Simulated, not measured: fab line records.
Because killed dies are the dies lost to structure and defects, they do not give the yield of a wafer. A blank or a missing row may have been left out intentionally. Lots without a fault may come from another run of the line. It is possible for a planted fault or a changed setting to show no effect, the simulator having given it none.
A lot that was struck, set against a sound lot    flow sky130    18 steps out of a route of 708
Sound: the wafers L824.1, L824.3, L824.5. Wafers struck: L834.2, L834.4, L834.6. The cause is given at the end.
At each step with rows: each side's tool, then ch and its chambers, then its first start. Under that, the readings that differ: sound wafers    struck wafers    difference of the means    sigmas: that difference in standard deviations of wafers without a fault.
alike: readings whose means differ by less than 2 such deviations, and words and numbers that are the same on both sides. not compared: withheld readings, readings that some wafer has no value for, bounds like >300 that may hide the same value, and numbers for which the record gives no deviation and whose values overlap.
Wherever a step has rows on one side only, a row that says differs or no value, or a row with sigmas, the two part there. Numbers that don't overlap but have no deviation are shown without sigmas and don't part them. A reading that every wafer of one side lacks parts them only if that side has two wafers or more.

first, 9 steps without rows for these wafers: SKY_CAP2M_CLEAN_17 (cleans in O3/DIW); SKY_METAL4_DEHYDRATE_05 (time 60 s); SKY_METAL4_HMDS_06 (prime time 60 s); SKY_METAL4_COAT_07 (resist thk 60 nm); SKY_METAL4_COAT_08 (resist thk 1140 nm); SKY_METAL4_SOFTBAKE_09 (time 90 s); SKY_METAL4_EXPOSE_10 (exposes mask MM4, target cd 300 nm); SKY_METAL4_PEB_11; SKY_METAL4_DEVELOP_12 (develop time 60 s).
SKY_METAL4_CD_MEAS_13: target cd 300 nm.
  struck on cd sem-02, day 46 03:47; sound on cd sem-01, day 43 16:16
  alike: cd nm
SKY_METAL4_OVL_MEAS_14:
  struck on overlay-01, day 46 03:53; sound on overlay-02, day 43 16:23
  alike: METAL4_OVL
SKY_METAL4_DESCUM_15: chemistry O2, time 8 s.
  sound on rie metal-01 ch 0,1, day 43 16:26; struck on rie metal-01 ch 1, day 46 03:55
reading                sound              struck             difference  sigmas
oes product au (a.u.)  1.018 1.012 1.029  1.004 0.987 1.000  -0.023      -2
  alike: drypump motor current A
  not compared: rf hours counter h
SKY_METAL4_ETCH_16: etches BARC in N2/H2, stops on SiO2, time 88.2 s, target depth 60 nm.
  sound on rie metal-01 ch 0,1, day 43 16:28; struck on rie metal-01 ch 1, day 46 03:57
  no value came back on the struck wafers for any of 6 readings (bias w (W), chamber pressure mTorr (mTorr) and others); on the sound wafers bias w (W) reads 100.20 100.20 100.08
reading                                        sound           struck          difference  sigmas
model.KrF-thick_of_METAL4_COAT_08.thk nm (nm)  1079 1077 1079  1130 1130 1131  +52         
  not compared: rf hours counter h
SKY_METAL4_ETCH_17: etches SiO2 in C4F8/O2/Ar, stops on TiN, time 3.9 s, target depth 15 nm.
  sound on rie diel-03 ch 0,1,3, day 43 16:34; struck on rie diel-02 ch 0,1, day 46 04:03
reading                sound              struck             difference  sigmas
oes product au (a.u.)  0.760 0.746 0.765  0.370 0.374 0.375  -0.384      -47
  alike: bias w, chamber pressure mTorr
  not compared: rf hours counter h
SKY_METAL4_METAL_ETCH_18: etches the open film in Cl2/BCl3, stops on SiO2, target depth 845 nm, time 183.1 s.
  sound on rie metal-04 ch 0,1, day 43 16:34; struck on rie metal-03 ch 0,1, day 46 04:04
reading                                        sound              struck             difference  sigmas
oes product au (a.u.)                          0.868 0.865 0.863  0.374 0.370 0.377  -0.492      -76
model.KrF-thick_of_METAL4_COAT_08.thk nm (nm)  545.7 542.5 537.2  585.4 599.2 587.3  +48.8       
  alike: bcl3 flow sccm, bias w, drypump motor current A, throttle valve pct
  not compared: rf hours counter h
SKY_METAL4_STRIP_19: strips in O2/N2.
  sound on plasma asher-04 ch 0, day 43 16:45; struck on plasma asher-02 ch 0, day 46 04:15
reading                       sound              struck             difference  sigmas
drypump motor current A (A)   6.6 6.6 6.6        5.7 5.7 5.7        -0.9        -2
oes product au (a.u.)         0.506 0.499 0.503  0.522 0.528 0.533  +0.025      +4
strip time to endpoint s (s)  6.72 6.69 6.62     7.10 7.26 7.12     +0.48       +5
  alike: n2 flow sccm
  not compared: rf hours counter h
then, 1 step without rows for these wafers: SKY_METAL4_STRIP_20 (strips in post etch residue remover, time 1200 s).
-- the record jumps here: 3 days lie between the struck wafers' starts before and after (it left off in module METAL4 and takes up again in module PAD_OPEN, whose first step shown is number 708 of the route) --
SKY_PAD_OPEN_PROBE_99:
  struck on prober-01, day 49 15:05; sound on prober-01, day 47 11:00
reading                   sound           struck          difference  sigmas
defect limited yield (%)  82.7 85.6 81.9  0 0 0           -83         -44
killed_at_M4_up           1 2 2           415 395 402     +402        +99 or more
killed dies               85 71 89        492 492 492     +410        +44
killed on rim             19 12 25        96 96 96        +77         +20
sort_bin_5_function (%)   10.4 8.5 10.0   93.7 91.7 93.9  +83.5       +60
sort n pass               407 421 403     0 0 0           -410        -44
sort yield pct (%)        82.7 85.6 81.9  0 0 0           -83         -44
  alike: killed_at_M0_to_M3, killed at contacts, killed at front end, killed at other, killed open, killed short, sort_bin_3_pad_short, sort_bin_6_memory

== WHERE THEY PART ==
Last at SKY_PAD_OPEN_PROBE_99 as far as this record goes, first at SKY_METAL4_DESCUM_15.

WHY: what the simulator had put in
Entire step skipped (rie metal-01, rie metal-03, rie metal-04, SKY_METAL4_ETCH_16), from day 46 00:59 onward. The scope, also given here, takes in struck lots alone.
